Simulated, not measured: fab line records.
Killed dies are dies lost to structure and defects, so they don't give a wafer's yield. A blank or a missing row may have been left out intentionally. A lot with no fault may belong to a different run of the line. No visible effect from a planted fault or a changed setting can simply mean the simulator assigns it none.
Code-filled problem report in 8D (eight disciplines) form | flow gf180mcu | the parts of the form that need people (team, actions taken, sign-off) are left out

== 1. WHAT WENT WRONG ==
Mean of time-to-endpoint-s at GF_V1_CMP_04: 22 s over 2 wafers from 1 lot, against 82 s (standard deviation 5.6) on wafers with no fault. That puts it -11 standard deviations away from the usual mean.
The step: polishes SiO2.
First seen on wafer L175.4, day 21 01:19, on cmp-02. The record holds 33 wafers of 11 lots with a number at this step. The rule behind "out" and "out of limits": a value lying over 4 standard deviations away from the usual mean. Any other wafer with a number is counted as sound.

== 2. WHAT THIS IS AND IS NOT ==
question                    | is                 | is not
which readings at this step | time-to-endpoint-s | motor-current-A, platen-rpm, retaining-ring-pressure-frac, slurry-flow-ml-min
which lots                  | L175               | L166, L168, L170, L171, L181, L184, L185, L186, L187, L188
which wafers of those lots  | L175.4, L175.6     | L175.3
read on which tools         | cmp-02             | cmp-01
when                        | from day 21 01:19  | up to then (13 sound wafers); but 18 sound wafers of L181, L184, L185, L186, L187, L188 came after

== 3. SUSPECTS, AND WHAT RULES EACH OUT ==
Counting: if a tool at a process step up to the reading ran every lot that is out, it stays a suspect. Sound lots after the first of them don't rule it out here, since some wafers of a struck lot are sound.
- cmp-02 at GF_CONTACT_CMP_27 (polishes, stops on SiO2, t overpolish 15 s, target thk 0 nm): kept. It processed L175, the lot that is out, at day 19 23:14, and its most recent sound lot before then was L171 at day 18 13:42.
- cmp-02 at GF_V1_CMP_04 (polishes SiO2): kept. It processed L175, the lot that is out, at day 21 01:19, and its most recent sound lot before then was L166 at day 17 14:19. On those wafers its own readings are out: time-to-endpoint-s.
- Within cmp-02 at GF_CONTACT_CMP_27: the wafers that are out ran in chambers 0, 2; their sound lot-mates ran in chamber 3.
- At GF_V1_CMP_04 on cmp-02, chamber 1 took the sound wafers of the same lots and chamber 0 took the wafers that are out.
Left after counting: cmp-02 at GF_CONTACT_CMP_27, cmp-02 at GF_V1_CMP_04.

== 4. THE CAUSE (what the simulator had put in) ==
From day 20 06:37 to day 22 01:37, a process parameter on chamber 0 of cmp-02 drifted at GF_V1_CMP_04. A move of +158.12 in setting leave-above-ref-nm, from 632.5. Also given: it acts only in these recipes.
2 suspects survive the count, and this tool is in that group.

== 5. THE CHAIN OF EFFECTS, in route order ==
Rows list readings where the struck wafers' mean (over those with a number) sits beyond 3 standard deviations from the usual. Only readings whose record carries a usual standard deviation are examined. hours: median over the lots of the time between each lot's start at the first step of this table that gives one and its start at this step. sigmas: the change, counted in usual standard deviations.
hours | step                    | reading              | usual      | on struck wafers | change | sigmas
0     | GF_V1_CMP_04            | time-to-endpoint-s   | 82 s       | 22               | -60    | -11
-     | GF_V1_ETCH_17           | oes-product-au       | 0.856 a.u. | 0.980            | +0.124 | +26
264   | GF_PASSIVATION_PROBE_99 | defect-limited-yield | 90.3 %     | 76.8             | -13.5  | -9.6
264   | GF_PASSIVATION_PROBE_99 | killed_at_M0_to_M3   | 20         | 87               | +67    | +13
264   | GF_PASSIVATION_PROBE_99 | killed-dies          | 47         | 114              | +67    | +9.4
264   | GF_PASSIVATION_PROBE_99 | sort_bin_5_function  | 5.7 %      | 20.3             | +14.6  | +13
264   | GF_PASSIVATION_PROBE_99 | sort-n-pass          | 445        | 378              | -67    | -9.4
264   | GF_PASSIVATION_PROBE_99 | sort-yield-pct       | 90.3 %     | 76.8             | -13.5  | -9.6
Its process steps:
- GF_V1_CMP_04: polishes SiO2.
- GF_V1_ETCH_17: etches SiO2 in C4F8/O2/Ar, stops on TiN, target depth 630 nm.
- GF_PASSIVATION_PROBE_99
At these later measuring or inspecting steps, every struck wafer for which the step has a row has a number for every such reading, and none has moved that far: GF_V1_CD_MEAS_14.

== 6. HOW IT WOULD HAVE BEEN CAUGHT EARLIER ==
First out-of-limits reading in this record: day 21 01:19, which is 19 hours after fault onset at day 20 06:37.
